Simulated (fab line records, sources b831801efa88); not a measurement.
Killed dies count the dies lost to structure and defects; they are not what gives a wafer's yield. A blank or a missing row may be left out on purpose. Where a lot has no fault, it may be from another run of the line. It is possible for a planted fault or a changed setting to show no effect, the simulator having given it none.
fab line records -- flow sky130
record lots=24, wafers=72, lastDay=50
route steps=708 shown FIELD_ISO@16 CONTACT@407 CAPM@549 VIA3@587 METAL4@602
lots that met no fault: taken from a fault-free run of the same line
startH: the number of hours between the record's first day and the start of the first shown wafer of the lot -- waitH: hours elapsed since this lot's preceding step -- " the same as in the row above -- L1.1+2: a row that stands for several wafers -- - either no value or no given start -- * or withheld: withheld -- < > ~ a bound
route shown NAME@n: NAME is a module with steps in the file, n the number in the route of the first one -- usual: mean/standard deviation of fault-free wafers -- same: alike in all rows -- chamber/n: place in a boat -- sites: readings site by site -- _std_site: the standard deviation of these -- _edge_site: the outer-site mean with the inner-site mean subtracted -- radiusMm: how far each site lies from the wafer's centre -- mask NAME#n: copy n -- behind: the most recent tool/chamber to have shaped the wafer -- hold: the reason the lot was held/the length of the hold in hours/how it ended -- device: the n, p or np transistor that did not switch -- end of line: tests run on the same wafers once the route is complete -- a step given without rows: its recipe and nothing more -- killed: dies that structure and defects cost at the first sort, which is not the same as the wafer's yield -- map: per-die view of a wafer (x killed, . not killed, _ where there is no die)
set.NAME: the run value of the setting; set.NAME@STEP: its run value at that earlier step -- model.NAME: the simulator's own value behind a step, which no gauge read
the route's steps for a sample of lots (tables are steps, rows are wafers)
services: from which hour (startH, from the record's first day; less than 0 if before it) a tool's chamber was out of use, for how many hours, and why
## steps
# step SKY_FIELD_ISO_ETCH_15
# recipe chemistry=CHF3/O2, targetDepthNm=180, stopOn=Si, sourceW=600, biasW=200, pressureMtorr=40, chf3FlowSccm=50, O2_flow_sccm=5, timeS=72
# usual drypumpMotorCurrentA=5.7/0.31, oesProductAu=0.947/0.0068, throttleValvePct=8.845/0.0091
lot.wafer,tool,chamber,startH,waitH,drypumpMotorCurrentA,oesProductAu,rfHoursCounterH,throttleValvePct
L074.1,rieDiel-04,3,29.24,0.0,5.5,0.945,93,8.843
L074.5,rieDiel-04,3,29.24,0.0,5.5,0.940,-,8.844
L074.6,rieDiel-04,2,29.24,0.0,5.2,0.939,-,8.836
L075.4,rieDiel-04,0,38.04,0.0,5.3,0.949,149,8.846
L075.5,rieDiel-04,2,38.04,0.0,5.2,0.937,-,8.845
L075.6,rieDiel-04,3,38.04,0.0,5.5,0.939,-,8.845
L076.2,rieDiel-02,2,40.62,0.0,5.9,0.950,7,8.843
L076.3,rieDiel-02,1,40.62,0.0,6.1,0.948,157,8.831
L076.4,rieDiel-02,0,40.62,0.0,5.8,0.936,87,8.838
L077.3,rieDiel-02,3,44.22,0.0,5.9,0.943,27,8.843
L077.5,rieDiel-02,1,44.22,0.0,6.1,0.942,-,8.830
L077.6,rieDiel-02,3,44.22,0.0,5.9,0.935,-,8.852
L078.3,rieDiel-01,2,49.97,0.0,6.0,0.940,101,8.851
L078.4,rieDiel-01,2,49.97,0.0,6.0,0.941,-,8.835
L078.5,rieDiel-01,1,49.97,0.0,5.8,0.942,-,8.841
L079.3,rieDiel-04,0,55.22,0.0,5.3,0.946,149,8.847
L079.4,rieDiel-04,3,55.22,0.0,5.6,0.937,93,8.838
L079.5,rieDiel-04,2,55.22,0.0,5.2,0.938,-,8.833
L080.1,rieDiel-04,0,59.54,0.0,5.3,0.937,149,8.843
L080.3,rieDiel-04,1,59.54,0.0,5.5,0.943,163,8.831
L080.5,rieDiel-04,0,59.54,0.0,5.3,0.944,-,8.849
L081.4,rieDiel-01,0,64.99,0.0,5.4,0.959,36,8.835
L081.5,rieDiel-01,3,64.99,0.0,6.2,0.946,-,8.847
L081.6,rieDiel-01,2,64.99,0.0,6.0,0.950,-,8.852
L082.3,rieDiel-01,2,69.92,0.0,6.0,0.945,102,8.840
L082.4,rieDiel-01,3,69.92,0.0,6.2,0.937,142,8.844
L082.6,rieDiel-01,1,69.92,0.0,5.7,0.952,-,8.845
L083.1,rieDiel-02,2,75.24,0.0,5.9,0.946,8,8.839
L083.2,rieDiel-02,3,75.24,0.0,5.9,0.947,28,8.834
L083.6,rieDiel-02,0,75.24,0.0,5.8,0.941,-,8.844
L084.1,rieDiel-02,1,82.64,0.0,6.1,0.959,159,8.847
L084.3,rieDiel-02,2,82.64,0.0,5.9,0.954,8,8.838
L084.6,rieDiel-02,0,82.64,0.0,5.8,0.946,-,8.842
L085.1,rieDiel-01,1,86.10,0.0,5.7,0.940,3,8.830
L085.5,rieDiel-01,0,86.10,0.0,5.4,0.944,-,8.847
L085.6,rieDiel-01,3,86.10,0.0,6.2,0.934,-,8.841
L086.1,rieDiel-04,0,92.77,0.0,5.3,0.950,150,8.856
L086.3,rieDiel-04,2,92.77,0.0,5.2,0.949,59,8.827
L086.4,rieDiel-04,1,92.77,0.0,5.5,0.949,164,8.858
L087.1,rieDiel-04,3,95.37,0.0,5.5,0.937,94,8.855
L087.3,rieDiel-04,2,95.37,0.0,5.2,0.946,59,8.858
L087.6,rieDiel-04,0,95.37,0.0,5.3,0.943,-,8.835
L088.1,rieDiel-01,2,102.17,0.0,6.0,0.952,102,8.830
L088.3,rieDiel-01,1,102.17,0.0,5.7,0.961,4,8.852
L088.4,rieDiel-01,3,102.17,0.0,6.2,0.950,143,8.869
L089.1,rieDiel-02,3,106.60,0.0,5.9,0.941,28,8.853
L089.4,rieDiel-02,0,106.60,0.0,5.8,0.944,88,8.849
L089.5,rieDiel-02,1,106.60,0.0,6.1,0.953,-,8.847
L090.2,rieDiel-04,0,112.99,0.0,5.3,0.946,150,8.841
L090.3,rieDiel-04,3,112.99,0.0,5.5,0.946,94,8.856
L090.5,rieDiel-04,3,112.99,0.0,5.5,0.948,-,8.848
L091.1,rieDiel-02,2,121.92,0.0,5.9,0.959,9,8.864
L091.3,rieDiel-02,0,121.92,0.0,5.8,0.948,89,8.843
L091.5,rieDiel-02,1,121.92,0.0,6.1,0.954,-,8.846
L092.1,rieDiel-04,0,123.08,0.0,5.3,0.945,150,8.844
L092.3,rieDiel-04,1,123.08,0.0,5.5,0.937,0,8.831
L092.5,rieDiel-04,1,123.08,0.0,5.5,0.954,-,8.847
L093.1,rieDiel-02,1,128.08,0.0,6.1,0.957,160,8.842
L093.3,rieDiel-02,3,128.08,0.0,5.9,0.955,28,8.842
L093.5,rieDiel-02,0,128.08,0.0,5.8,0.954,-,8.847
L094.3,rieDiel-01,0,137.15,0.0,5.4,0.942,37,8.856
L094.5,rieDiel-01,3,137.15,0.0,6.2,0.952,-,8.844
L094.6,rieDiel-01,0,137.15,0.0,5.4,0.947,-,8.852
L095.2,rieDiel-04,2,144.93,0.0,5.2,0.952,60,8.844
L095.4,rieDiel-04,1,144.93,0.0,5.5,0.949,-,8.847
L095.6,rieDiel-04,2,144.93,0.0,5.2,0.950,-,8.830
L096.3,rieDiel-02,2,145.28,0.0,5.9,0.952,9,8.861
L096.4,rieDiel-02,2,145.28,0.0,5.9,0.948,-,8.834
L096.5,rieDiel-02,3,145.28,0.0,5.9,0.956,-,8.857
L097.1,rieDiel-04,2,150.42,0.0,5.2,0.948,61,8.847
L097.4,rieDiel-04,3,150.42,0.0,5.5,0.952,-,8.835
L097.5,rieDiel-04,2,150.42,0.0,5.2,0.947,-,8.848
# step SKY_CONTACT_THK_MEAS_01
# recipe reads=Si3N4_of_CONTACT_CVD_00
# usual CONTACT_CVD_00_THK=74.8/1
lot.wafer,tool,chamber,startH,waitH,CONTACT_CVD_00_THK[nm]
L074.1,filmMetro-03,-,706.99,-,73.1
L074.5,filmMetro-03,-,706.99,-,75.0
L074.6,filmMetro-03,-,706.99,-,75.8
L076.2,filmMetro-03,-,719.53,-,74.8
L076.3,filmMetro-03,-,719.53,-,76.0
L076.4,filmMetro-03,-,719.53,-,75.4
L075.4,filmMetro-03,-,719.71,-,76.5
L075.5,filmMetro-03,-,719.71,-,75.0
L075.6,filmMetro-03,-,719.71,-,76.6
L077.3,filmMetro-01,-,727.19,-,74.2
L077.5,filmMetro-01,-,727.19,-,75.2
L077.6,filmMetro-01,-,727.19,-,76.4
L078.3,filmMetro-01,-,744.53,-,74.8
L078.4,filmMetro-01,-,744.53,-,76.3
L078.5,filmMetro-01,-,744.53,-,75.7
L079.3,filmMetro-04,-,745.86,-,74.2
L079.4,filmMetro-04,-,745.86,-,76.5
L079.5,filmMetro-04,-,745.86,-,76.1
L080.1,filmMetro-01,-,750.26,-,74.2
L080.3,filmMetro-01,-,750.26,-,74.1
L080.5,filmMetro-01,-,750.26,-,75.2
L081.4,filmMetro-03,-,754.37,-,75.1
L081.5,filmMetro-03,-,754.37,-,75.6
L081.6,filmMetro-03,-,754.37,-,75.6
L082.3,filmMetro-01,-,771.92,-,72.5
L082.4,filmMetro-01,-,771.92,-,73.4
L082.6,filmMetro-01,-,771.92,-,75.2
L083.1,filmMetro-01,-,778.34,-,74.2
L083.2,filmMetro-01,-,778.34,-,74.4
L083.6,filmMetro-01,-,778.34,-,75.0
L084.1,filmMetro-01,-,783.27,-,74.3
L084.3,filmMetro-01,-,783.27,-,74.4
L084.6,filmMetro-01,-,783.27,-,75.2
L085.1,filmMetro-04,-,791.69,-,72.6
L085.5,filmMetro-04,-,791.69,-,74.6
L085.6,filmMetro-04,-,791.69,-,74.3
L086.1,filmMetro-03,-,802.19,-,74.3
L086.3,filmMetro-03,-,802.19,-,74.4
L086.4,filmMetro-03,-,802.19,-,75.1
L087.1,filmMetro-03,-,808.24,-,75.3
L087.3,filmMetro-03,-,808.24,-,74.9
L087.6,filmMetro-03,-,808.24,-,75.2
L088.1,filmMetro-04,-,818.20,-,75.8
L088.3,filmMetro-04,-,818.20,-,75.3
L088.4,filmMetro-04,-,818.20,-,75.8
L089.1,filmMetro-03,-,840.37,-,74.4
L089.4,filmMetro-03,-,840.37,-,76.0
L089.5,filmMetro-03,-,840.37,-,75.3
L090.2,filmMetro-04,-,844.22,-,74.2
L090.3,filmMetro-04,-,844.22,-,74.2
L090.5,filmMetro-04,-,844.22,-,75.5
L092.1,filmMetro-04,-,850.34,-,75.0
L092.3,filmMetro-04,-,850.34,-,76.4
L092.5,filmMetro-04,-,850.34,-,75.2
L091.1,filmMetro-01,-,866.39,-,72.9
L091.3,filmMetro-01,-,866.39,-,74.0
L091.5,filmMetro-01,-,866.39,-,74.4
L094.3,filmMetro-01,-,867.70,-,74.1
L094.5,filmMetro-01,-,867.70,-,74.8
L094.6,filmMetro-01,-,867.70,-,76.5
L093.1,filmMetro-04,-,867.73,-,74.9
L093.3,filmMetro-04,-,867.73,-,73.9
L093.5,filmMetro-04,-,867.73,-,76.3
L096.3,filmMetro-04,-,873.56,-,72.8
L096.4,filmMetro-04,-,873.56,-,74.2
L096.5,filmMetro-04,-,873.56,-,74.3
L095.2,filmMetro-03,-,874.32,-,74.3
L095.4,filmMetro-03,-,874.32,-,76.1
L095.6,filmMetro-03,-,874.32,-,74.0
L097.1,filmMetro-04,-,879.64,-,73.0
L097.4,filmMetro-04,-,879.64,-,74.6
L097.5,filmMetro-04,-,879.64,-,75.0
# step SKY_CONTACT_BOW_MEAS_05
# recipe mode=bow
# usual CONTACT_BOW=83/6.5
lot.wafer,tool,chamber,startH,waitH,CONTACT_BOW[um]
L074.1,filmMetro-04,-,714.54,0.2,97
L074.5,filmMetro-04,-,714.54,0.2,88
L074.6,filmMetro-04,-,714.54,0.2,82
L076.2,filmMetro-04,-,720.03,0.1,82
L076.3,filmMetro-04,-,720.03,0.1,77
L076.4,filmMetro-04,-,720.03,0.1,85
L075.4,filmMetro-03,-,720.23,0.2,80
L075.5,filmMetro-03,-,720.23,0.2,76
L075.6,filmMetro-03,-,720.23,0.2,80
L077.3,filmMetro-03,-,727.70,0.2,82
L077.5,filmMetro-03,-,727.70,0.2,85
L077.6,filmMetro-03,-,727.70,0.2,92
L078.3,filmMetro-04,-,745.04,0.1,81
L078.4,filmMetro-04,-,745.04,0.1,73
L078.5,filmMetro-04,-,745.04,0.1,94
L079.3,filmMetro-01,-,746.78,0.3,88
L079.4,filmMetro-01,-,746.78,0.3,90
L079.5,filmMetro-01,-,746.78,0.3,84
L080.1,filmMetro-01,-,750.75,0.2,85
L080.3,filmMetro-01,-,750.75,0.2,101
L080.5,filmMetro-01,-,750.75,0.2,87
L081.4,filmMetro-04,-,754.89,0.3,77
L081.5,filmMetro-04,-,754.89,0.3,81
L081.6,filmMetro-04,-,754.89,0.3,86
L082.3,filmMetro-03,-,772.53,0.1,85
L082.4,filmMetro-03,-,772.53,0.1,83
L082.6,filmMetro-03,-,772.53,0.1,81
L083.1,filmMetro-04,-,778.83,0.2,84
L083.2,filmMetro-04,-,778.83,0.2,89
L083.6,filmMetro-04,-,778.83,0.2,82
L084.1,filmMetro-03,-,783.75,0.2,93
L084.3,filmMetro-03,-,783.75,0.2,75
L084.6,filmMetro-03,-,783.75,0.2,83
L085.1,filmMetro-04,-,792.21,0.1,83
L085.5,filmMetro-04,-,792.21,0.1,88
L085.6,filmMetro-04,-,792.21,0.1,77
L086.1,filmMetro-03,-,802.67,0.2,78
L086.3,filmMetro-03,-,802.67,0.2,85
L086.4,filmMetro-03,-,802.67,0.2,82
L087.1,filmMetro-01,-,808.76,0.2,82
L087.3,filmMetro-01,-,808.76,0.2,96
L087.6,filmMetro-01,-,808.76,0.2,95
L088.1,filmMetro-04,-,818.69,0.2,84
L088.3,filmMetro-04,-,818.69,0.2,75
L088.4,filmMetro-04,-,818.69,0.2,83
L089.1,filmMetro-04,-,840.86,0.2,82
L089.4,filmMetro-04,-,840.86,0.2,93
L089.5,filmMetro-04,-,840.86,0.2,98
L090.2,filmMetro-04,-,844.72,0.2,85
L090.3,filmMetro-04,-,844.72,0.2,81
L090.5,filmMetro-04,-,844.72,0.2,79
L092.1,filmMetro-04,-,850.83,0.1,80
L092.3,filmMetro-04,-,850.83,0.1,72
L092.5,filmMetro-04,-,850.83,0.1,86
L091.1,filmMetro-01,-,866.88,0.1,79
L091.3,filmMetro-01,-,866.88,0.1,84
L091.5,filmMetro-01,-,866.88,0.1,93
L094.3,filmMetro-04,-,868.21,0.2,83
L094.5,filmMetro-04,-,868.21,0.2,78
L094.6,filmMetro-04,-,868.21,0.2,83
L093.1,filmMetro-03,-,868.22,0.1,84
L093.3,filmMetro-03,-,868.22,0.1,80
L093.5,filmMetro-03,-,868.22,0.1,75
L096.3,filmMetro-04,-,874.07,0.2,92
L096.4,filmMetro-04,-,874.07,0.2,84
L096.5,filmMetro-04,-,874.07,0.2,80
L095.2,filmMetro-04,-,874.81,0.2,77
L095.4,filmMetro-04,-,874.81,0.2,73
L095.6,filmMetro-04,-,874.81,0.2,69
L097.1,filmMetro-03,-,880.13,0.1,92
L097.4,filmMetro-03,-,880.13,0.1,80
L097.5,filmMetro-03,-,880.13,0.1,82
# step SKY_CAPM_OVL_MEAS_12
# usual CAPM_OVL=0.3/1.5
lot.wafer,tool,chamber,startH,waitH,CAPM_OVL[nm]
L074.1,overlay-02,-,877.61,0.1,-0.2
L074.5,overlay-02,-,877.61,0.1,-0.3
L074.6,overlay-02,-,877.61,0.1,-0.2
L076.2,overlay-01,-,887.40,0.1,2.0
L076.3,overlay-01,-,887.40,0.1,1.8
L076.4,overlay-01,-,887.40,0.1,0.1
L075.4,overlay-02,-,888.01,0.1,-0.2
L075.5,overlay-02,-,888.01,0.1,0.6
L075.6,overlay-02,-,888.01,0.1,0.5
L077.3,overlay-02,-,892.05,0.1,-0.8
L077.5,overlay-02,-,892.05,0.1,-1.1
L077.6,overlay-02,-,892.05,0.1,-2.0
L078.3,overlay-02,-,910.70,0.1,1.5
L078.4,overlay-02,-,910.70,0.1,1.8
L078.5,overlay-02,-,910.70,0.1,0.8
L079.3,overlay-02,-,911.85,0.1,-1.7
L079.4,overlay-02,-,911.85,0.1,-1.5
L079.5,overlay-02,-,911.85,0.1,-1.1
L080.1,overlay-01,-,917.36,0.1,0.9
L080.3,overlay-01,-,917.36,0.1,0.6
L080.5,overlay-01,-,917.36,0.1,2.0
L081.4,overlay-02,-,918.98,0.1,2.0
L081.5,overlay-02,-,918.98,0.1,1.4
L081.6,overlay-02,-,918.98,0.1,2.0
L082.3,overlay-02,-,937.10,0.1,0.5
L082.4,overlay-02,-,937.10,0.1,-0.1
L082.6,overlay-02,-,937.10,0.1,-1.9
L083.1,overlay-02,-,941.89,0.1,-0.3
L083.2,overlay-02,-,941.89,0.1,-1.9
L083.6,overlay-02,-,941.89,0.1,-1.3
L084.1,overlay-01,-,946.14,0.1,2.1
L084.3,overlay-01,-,946.14,0.1,1.6
L084.6,overlay-01,-,946.14,0.1,1.1
L085.1,overlay-02,-,954.84,0.1,-0.4
L085.5,overlay-02,-,954.84,0.1,2.3
L085.6,overlay-02,-,954.84,0.1,1.3
L086.1,overlay-02,-,965.54,0.1,-0.4
L086.3,overlay-02,-,965.54,0.1,1.0
L086.4,overlay-02,-,965.54,0.1,0.5
L087.1,overlay-01,-,968.66,0.1,2.2
L087.3,overlay-01,-,968.66,0.1,2.6
L087.6,overlay-01,-,968.66,0.1,1.7
L088.1,overlay-02,-,978.51,0.1,1.7
L088.3,overlay-02,-,978.51,0.1,-0.7
L088.4,overlay-02,-,978.51,0.1,2.7
L089.1,overlay-02,-,999.01,0.1,1.7
L089.4,overlay-02,-,999.01,0.1,3.9
L089.5,overlay-02,-,999.01,0.1,2.3
L090.2,overlay-02,-,1001.22,0.1,0.8
L090.3,overlay-02,-,1001.22,0.1,0.8
L090.5,overlay-02,-,1001.22,0.1,0.8
L092.1,overlay-02,-,1007.49,0.1,1.1
L092.3,overlay-02,-,1007.49,0.1,2.3
L092.5,overlay-02,-,1007.49,0.1,2.0
L091.1,overlay-02,-,1023.19,0.1,-1.9
L091.3,overlay-02,-,1023.19,0.1,-0.7
L091.5,overlay-02,-,1023.19,0.1,0.0
L094.3,overlay-01,-,1023.30,0.1,1.1
L094.5,overlay-01,-,1023.30,0.1,2.9
L094.6,overlay-01,-,1023.30,0.1,1.6
L093.1,overlay-01,-,1025.11,0.1,1.8
L093.3,overlay-01,-,1025.11,0.1,2.2
L093.5,overlay-01,-,1025.11,0.1,1.1
L096.3,overlay-02,-,1028.40,0.1,-2.8
L096.4,overlay-02,-,1028.40,0.1,-1.3
L096.5,overlay-02,-,1028.40,0.1,-2.0
L095.2,overlay-02,-,1029.00,0.1,-0.5
L095.4,overlay-02,-,1029.00,0.1,-1.8
L095.6,overlay-02,-,1029.00,0.1,-2.2
L097.1,overlay-02,-,1032.61,0.1,-0.3
L097.4,overlay-02,-,1032.61,0.1,-0.6
L097.5,overlay-02,-,1032.61,0.1,-0.2
# step SKY_VIA3_ETCH_14
# recipe chemistry=N2/H2, target=BARC, ionEnergyEv=200, sourceW=500, biasW=100, pressureMtorr=30, n2FlowSccm=100, h2FlowSccm=200, stopOn=SiO2, timeS=45.9, targetDepthA=600
# usual drypumpMotorCurrentA=5.7/0.46, oesProductAu=0.854/0.0047, throttleValvePct=13.224/0.009
lot.wafer,tool,chamber,startH,waitH,drypumpMotorCurrentA,oesProductAu,rfHoursCounterH,throttleValvePct
L074.1,rieDiel-04,1,930.43,0.0,5.5,0.857,18,13.210
L074.5,rieDiel-04,2,930.43,0.0,5.3,0.862,-,13.239
L074.6,rieDiel-04,1,930.43,0.0,5.5,0.852,-,13.212
L076.2,rieDiel-03,0,940.55,0.0,6.5,0.843,2,13.219
L076.3,rieDiel-03,3,940.55,0.0,6.1,0.859,24,13.232
L076.4,rieDiel-03,3,940.55,0.0,6.1,0.856,-,13.226
L075.4,rieDiel-04,3,941.32,0.0,5.6,0.856,12,13.219
L075.5,rieDiel-04,0,941.32,0.0,5.3,0.858,-,13.225
L075.6,rieDiel-04,3,941.32,0.0,5.6,0.862,-,13.222
L077.3,rieDiel-03,0,946.32,0.0,6.5,0.849,2,13.229
L077.5,rieDiel-03,1,946.32,0.0,4.9,0.855,-,13.230
L077.6,rieDiel-03,2,946.32,0.0,5.7,0.852,-,13.219
L078.3,rieDiel-03,0,961.85,0.0,6.5,0.856,2,13.206
L078.4,rieDiel-03,2,961.85,0.0,5.7,0.849,12,13.231
L078.5,rieDiel-03,0,961.85,0.0,6.6,0.856,-,13.219
L079.3,rieDiel-02,2,964.23,0.0,5.9,0.855,2,13.231
L079.4,rieDiel-02,3,964.23,0.0,5.9,0.854,5,13.222
L079.5,rieDiel-02,1,964.23,0.0,6.1,0.852,-,13.221
L080.1,rieDiel-03,2,968.50,0.0,5.7,0.856,12,13.222
L080.3,rieDiel-03,1,968.50,0.0,4.9,0.853,18,13.226
L080.5,rieDiel-03,2,968.50,0.0,5.7,0.849,-,13.231
L081.4,rieDiel-03,2,970.12,0.0,5.7,0.859,13,13.220
L081.5,rieDiel-03,2,970.12,0.0,5.7,0.852,-,13.228
L081.6,rieDiel-03,1,970.12,0.0,4.9,0.856,-,13.227
L082.3,rieDiel-02,3,988.18,0.0,5.9,0.856,6,13.217
L082.4,rieDiel-02,0,988.18,0.0,5.8,0.846,15,13.223
L082.6,rieDiel-02,0,988.18,0.0,5.8,0.862,-,13.227
L083.1,rieDiel-04,0,992.13,0.0,5.3,0.860,19,13.232
L083.2,rieDiel-04,2,992.13,0.0,5.2,0.851,9,13.238
L083.6,rieDiel-04,3,992.13,0.0,5.6,0.853,-,13.209
L084.1,rieDiel-02,2,996.73,0.0,5.9,0.852,3,13.208
L084.3,rieDiel-02,3,996.73,0.0,5.9,0.853,6,13.225
L084.6,rieDiel-02,2,996.73,0.0,5.9,0.845,-,13.229
L085.1,rieDiel-02,3,1005.30,0.0,5.9,0.855,7,13.222
L085.5,rieDiel-02,3,1005.30,0.0,5.9,0.858,-,13.219
L085.6,rieDiel-02,2,1005.30,0.0,5.9,0.852,-,13.230
L086.1,rieDiel-03,3,1015.47,0.0,6.1,0.858,26,13.221
L086.3,rieDiel-03,1,1015.47,0.0,4.9,0.858,19,13.211
L086.4,rieDiel-03,2,1015.47,0.0,5.7,0.853,14,13.220
L087.1,rieDiel-02,2,1017.62,0.0,5.9,0.857,4,13.219
L087.3,rieDiel-02,0,1017.62,0.0,5.8,0.854,16,13.219
L087.6,rieDiel-02,3,1017.62,0.0,5.9,0.848,-,13.214
L088.1,rieDiel-04,0,1027.30,0.0,5.3,0.850,20,13.232
L088.3,rieDiel-04,3,1027.30,0.0,5.6,0.865,14,13.218
L088.4,rieDiel-04,2,1027.30,0.0,5.3,0.855,10,13.225
L089.1,rieDiel-03,3,1047.02,0.0,6.1,0.854,27,13.225
L089.4,rieDiel-03,0,1047.02,0.0,6.6,0.854,5,13.222
L089.5,rieDiel-03,1,1047.02,0.0,4.9,0.849,-,13.214
L090.2,rieDiel-02,2,1048.50,0.0,5.9,0.847,5,13.237
L090.3,rieDiel-02,0,1048.50,0.0,5.8,0.855,17,13.219
L090.5,rieDiel-02,1,1048.50,0.0,6.1,0.855,-,13.233
L092.1,rieDiel-02,0,1055.23,0.0,5.8,0.855,17,13.224
L092.3,rieDiel-02,3,1055.23,0.0,5.9,0.862,8,13.245
L092.5,rieDiel-02,0,1055.23,0.0,5.8,0.852,-,13.225
L091.1,rieDiel-04,2,1069.72,0.0,5.2,0.846,11,13.225
L091.3,rieDiel-04,3,1069.72,0.0,5.6,0.854,16,13.202
L091.5,rieDiel-04,1,1069.72,0.0,5.6,0.850,-,13.232
L094.3,rieDiel-03,1,1069.90,0.0,4.9,0.855,21,13.227
L094.5,rieDiel-03,1,1069.90,0.0,4.9,0.863,-,13.223
L094.6,rieDiel-03,0,1069.90,0.0,6.6,0.855,-,13.236
L093.1,rieDiel-03,3,1071.37,0.0,6.1,0.861,27,13.222
L093.3,rieDiel-03,0,1071.37,0.0,6.6,0.856,6,13.228
L093.5,rieDiel-03,2,1071.37,0.0,5.7,0.856,-,13.223
L096.3,rieDiel-02,0,1075.23,0.0,5.8,0.854,18,13.225
L096.4,rieDiel-02,3,1075.23,0.0,5.9,0.846,9,13.230
L096.5,rieDiel-02,2,1075.23,0.0,5.9,0.846,-,13.241
L095.2,rieDiel-04,2,1075.35,0.0,5.2,0.848,11,13.206
L095.4,rieDiel-04,1,1075.35,0.0,5.5,0.855,23,13.224
L095.6,rieDiel-04,0,1075.35,0.0,5.3,0.851,-,13.230
L097.1,rieDiel-03,3,1079.13,0.0,6.1,0.862,28,13.232
L097.4,rieDiel-03,0,1079.13,0.0,6.6,0.856,6,13.229
L097.5,rieDiel-03,2,1079.13,0.0,5.7,0.858,-,13.226
# step SKY_METAL4_SPUTTER_04
# recipe material=TiN, targetThkNm=70, powerW=6500, timeS=58.3, chamberPressurePa=0.4
# usual throttleValvePct=30.4/1.3
lot.wafer,tool,chamber,startH,waitH,throttleValvePct
L074.1,pvdSputter-03,-,931.93,0.0,28.2
L074.5,pvdSputter-03,-,931.93,0.0,29.6
L074.6,pvdSputter-03,-,931.93,0.0,32.7
L076.2,pvdSputter-03,-,942.01,0.0,29.6
L076.3,pvdSputter-03,-,942.01,0.0,32.5
L076.4,pvdSputter-03,-,942.01,0.0,28.5
L075.4,pvdSputter-04,-,942.78,0.0,28.4
L075.5,pvdSputter-04,-,942.78,0.0,28.1
L075.6,pvdSputter-04,-,942.78,0.0,31.6
L077.3,pvdSputter-03,-,947.78,0.0,32.4
L077.5,pvdSputter-03,-,947.78,0.0,32.6
L077.6,pvdSputter-03,-,947.78,0.0,29.8
L078.3,pvdSputter-02,-,963.32,0.0,31.1
L078.4,pvdSputter-02,-,963.32,0.0,29.5
L078.5,pvdSputter-02,-,963.32,0.0,30.0
L079.3,pvdSputter-04,-,965.73,0.0,31.6
L079.4,pvdSputter-04,-,965.73,0.0,28.2
L079.5,pvdSputter-04,-,965.73,0.0,30.6
L080.1,pvdSputter-02,-,970.16,0.0,29.8
L080.3,pvdSputter-02,-,970.16,0.0,30.1
L080.5,pvdSputter-02,-,970.16,0.0,30.1
L081.4,pvdSputter-04,-,971.62,0.0,32.3
L081.5,pvdSputter-04,-,971.62,0.0,31.7
L081.6,pvdSputter-04,-,971.62,0.0,30.3
L082.3,pvdSputter-04,-,989.65,0.0,30.5
L082.4,pvdSputter-04,-,989.65,0.0,32.3
L082.6,pvdSputter-04,-,989.65,0.0,30.3
L083.1,pvdSputter-03,-,993.60,0.0,29.9
L083.2,pvdSputter-03,-,993.60,0.0,32.3
L083.6,pvdSputter-03,-,993.60,0.0,29.5
L084.1,pvdSputter-02,-,998.19,0.0,31.1
L084.3,pvdSputter-02,-,998.19,0.0,30.2
L084.6,pvdSputter-02,-,998.19,0.0,30.0
L085.1,pvdSputter-03,-,1006.81,0.0,29.7
L085.5,pvdSputter-03,-,1006.81,0.0,29.8
L085.6,pvdSputter-03,-,1006.81,0.0,31.0
L086.1,pvdSputter-03,-,1016.93,0.0,29.6
L086.3,pvdSputter-03,-,1016.93,0.0,32.4
L086.4,pvdSputter-03,-,1016.93,0.0,28.4
L087.1,pvdSputter-02,-,1019.08,0.0,29.9
L087.3,pvdSputter-02,-,1019.08,0.0,31.3
L087.6,pvdSputter-02,-,1019.08,0.0,30.1
L088.1,pvdSputter-02,-,1028.85,0.0,30.1
L088.3,pvdSputter-02,-,1028.85,0.0,30.2
L088.4,pvdSputter-02,-,1028.85,0.0,31.0
L089.1,pvdSputter-04,-,1048.48,0.0,30.3
L089.4,pvdSputter-04,-,1048.48,0.0,32.2
L089.5,pvdSputter-04,-,1048.48,0.0,32.3
L090.2,pvdSputter-04,-,1049.96,0.0,31.7
L090.3,pvdSputter-04,-,1049.96,0.0,28.4
L090.5,pvdSputter-04,-,1049.96,0.0,30.7
L092.1,pvdSputter-02,-,1056.69,0.0,29.9
L092.3,pvdSputter-02,-,1056.69,0.0,31.1
L092.5,pvdSputter-02,-,1056.69,0.0,30.4
L091.1,pvdSputter-03,-,1071.31,0.0,32.6
L091.3,pvdSputter-03,-,1071.31,0.0,29.3
L091.5,pvdSputter-03,-,1071.31,0.0,32.4
L094.3,pvdSputter-04,-,1071.61,0.0,32.3
L094.5,pvdSputter-04,-,1071.61,0.0,30.3
L094.6,pvdSputter-04,-,1071.61,0.0,32.4
L093.1,pvdSputter-02,-,1073.68,0.0,30.0
L093.3,pvdSputter-02,-,1073.68,0.0,29.9
L093.5,pvdSputter-02,-,1073.68,0.0,30.0
L096.3,pvdSputter-03,-,1076.69,0.0,28.3
L096.4,pvdSputter-03,-,1076.69,0.0,29.5
L096.5,pvdSputter-03,-,1076.69,0.0,32.6
L095.2,pvdSputter-03,-,1077.15,0.0,28.3
L095.4,pvdSputter-03,-,1077.15,0.0,32.4
L095.6,pvdSputter-03,-,1077.15,0.0,32.3
L097.1,pvdSputter-02,-,1080.60,0.0,30.0
L097.4,pvdSputter-02,-,1080.60,0.0,31.0
L097.5,pvdSputter-02,-,1080.60,0.0,30.9
## services
tool,chamber,startH,hours,kind
rieDiel-04,-,28.91,0.2,repair
rieDiel-02,2,42.17,9.9,repair
rieDiel-02,0,66.28,2.3,repair
rieDiel-04,-,82.53,0.8,repair
rieDiel-04,3,125.07,8.2,repair
rieDiel-02,2,129.01,8.4,repair
rieDiel-04,0,141.70,11.7,repair
rieDiel-02,-,149.21,2.8,pm
rieDiel-04,0,163.35,11.6,repair
rieDiel-04,-,311.82,6.4,repair
rieDiel-04,1,340.07,3.6,repair
rieDiel-02,2,356.92,3.5,repair
rieDiel-04,-,385.31,2.8,pm
rieDiel-02,2,386.86,21.4,repair
rieDiel-02,3,401.52,16.0,repair
rieDiel-02,-,426.89,0.3,repair
rieDiel-04,3,439.85,2.9,repair
rieDiel-04,-,441.40,14.6,pm
rieDiel-02,2,461.35,10.1,repair
rieDiel-02,1,469.76,5.8,repair
rieDiel-02,-,539.40,0.3,repair
rieDiel-02,-,553.82,0.2,repair
rieDiel-02,3,562.96,1.9,repair
rieDiel-02,-,613.45,2.5,repair
## key
fault none
